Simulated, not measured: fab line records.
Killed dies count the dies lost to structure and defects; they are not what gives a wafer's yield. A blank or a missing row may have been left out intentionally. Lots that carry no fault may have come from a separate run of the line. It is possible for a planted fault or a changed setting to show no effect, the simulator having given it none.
2 desks, one fault	flow gf180mcu	each desk has only its own numbers; what lay behind them comes last

## FROM THE METROLOGY DESK
What the gauges read, lot by lot, whatever tool the lot ran on: means of the sampled wafers that have a number. Any lot whose mean is over 4 standard deviations away from the usual mean is out of limits and marked OUT; that distance is given in the brackets.
Columns: A = POLY_GATE_CVD_00_THK at GF_POLY_GATE_THK_MEAS_01, usual 200.3 nm; B = cd_nm at GF_POLY_GATE_CD_MEAS_10, usual 280.0 nm; C = POLY_GATE_OVL at GF_POLY_GATE_OVL_MEAS_11, usual -1 nm
lot	first seen here	A	B	C
L148	day 8 22:58	204.2	276.6	-11
L158	day 11 04:32	199.2	279.4	5
L162	day 12 14:55	200.4	281.5	2
L169	day 14 22:59	198.1	280.2	7
L171	day 15 19:01	197.8	279.6	-4
This desk found nothing out of limits on any of the 5 lots.

## DESK OF THE TOOL OWNER: rie_si-01
The tool's own readings at GF_POLY_GATE_ETCH_13 (etches poly-Si in HBr/Cl2, stops on SiO2, target depth 198.5 nm, time 69.6 s): means of the sampled wafers that have a number, for each lot that ran on this tool. Any lot whose mean is over 4 standard deviations away from the usual mean is out of limits and marked OUT; that distance is given in the brackets.
Columns: A = drypump_motor_current_A at GF_POLY_GATE_ETCH_13, usual 5.5 A; B = oes_product_au at GF_POLY_GATE_ETCH_13, usual 0.993 a.u.; C = throttle_valve_pct at GF_POLY_GATE_ETCH_13, usual 33.684 %
lot	first seen here	A	B	C
L162	day 13 11:07	5.9	0.951 (-4.7) OUT	33.685
L171	day 16 16:46	5.9	0.989	33.682
This desk's finding: out of limits on L162; first on L162, day 13 11:07 (oes_product_au at GF_POLY_GATE_ETCH_13). L171: within limits.

## BROUGHT TOGETHER
The tool owner's desk could have raised an alarm at day 13 11:07, on L162.
The metrology desk saw nothing out of limits.
The metrology desk holds a record of L162, inside its limits.
All the named lots went through GF_POLY_GATE_ETCH_13 on rie_si-01.

## WHAT THE SIMULATOR HAD INSERTED
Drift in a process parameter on rie_si-01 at GF_POLY_GATE_ETCH_13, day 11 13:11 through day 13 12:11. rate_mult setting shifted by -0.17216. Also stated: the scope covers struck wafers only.
Struck lots among those shown: L162.
Time in hours from fault onset to the first out-of-limits reading at each desk: the tool owner's desk, 46.
